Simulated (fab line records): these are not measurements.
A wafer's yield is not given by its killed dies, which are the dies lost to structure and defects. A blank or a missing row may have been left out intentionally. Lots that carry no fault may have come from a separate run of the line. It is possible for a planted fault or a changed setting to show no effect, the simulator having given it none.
Which tool is to blame? -- flow gf180mcu -- Sampling: 6 lots, 18 wafers, 2 of 602 route steps

## WHAT EACH GAUGE READ, for each wafer
GF_M2_CD_MEAS_14: the cd target is 280 nm.
lot,measured,on,cdNm (nm)
L926,day 19 10:41,cdSem-01,280.7 280.3 280.5
L929,day 20 14:05,cdSem-02,280.0 280.0 279.9
L930,day 21 19:44,cdSem-01,280.5 280.0 280.6
L936,day 23 09:08,cdSem-01,274.3 274.2 274.5 274.4 274.2 274.4
L944,day 26 10:20,cdSem-01,279.6 279.6 280.7
L947,day 26 22:10,cdSem-02,278.5 278.3 279.9

## WHICH TOOL RAN EACH LOT (tool, then ch and the chambers of the sampled wafers, then the start)
lot,GF_M2_SOFTBAKE_10
L926,"lithoTrack-03 ch 0, day 18 22:47"
L929,"lithoTrack-02 ch 0, day 20 02:30"
L930,"lithoTrack-04 ch 0, day 21 07:58"
L936,"lithoTrack-02 ch 0, day 22 21:33"
L944,"lithoTrack-04 ch 0, day 25 22:43"
L947,"lithoTrack-03 ch 0, day 26 12:16"
- GF_M2_SOFTBAKE_10: time 60 s.

## THE ANSWER, worked out from the rows above alone
Rule: the usual values come from the lots themselves. The widest of any qualifying gaps counts: lots, ordered by their means at a reading, are off when they make up no more than a third of the lots, leave a main group of 4 or more, and stand apart from it by 3 or more times the standard deviation of that group's means. The tables above print the reading to a certain number of digits; a main group whose means all agree to those digits is not used. Also off: a lot with no number at a reading for which 4 or more lots have one. The other lots that the step has rows for count as sound.
Off at GF_M2_CD_MEAS_14 (cdNm): L936. For the main group the mean is 279.9 nm and the standard deviation 0.56.
If a tool, at a process step before that reading, ran all the lots that are off and no sound lot after the first of them, it fits. Those tools and the gauges at GF_M2_CD_MEAS_14 are tried in the same way. One fits: lithoTrack-02 at GF_M2_SOFTBAKE_10. A fault onset in the window from L929 (day 20 02:30, its last sound lot) to L936 (day 22 21:33, its first lot off) fits.

## WHAT WAS PUT IN BY THE SIMULATOR
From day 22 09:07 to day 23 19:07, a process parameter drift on lithoTrack-02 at GF_M2_SOFTBAKE_10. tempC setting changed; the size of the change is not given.
Struck lots among those shown: L936. The rule above reached the same finding.
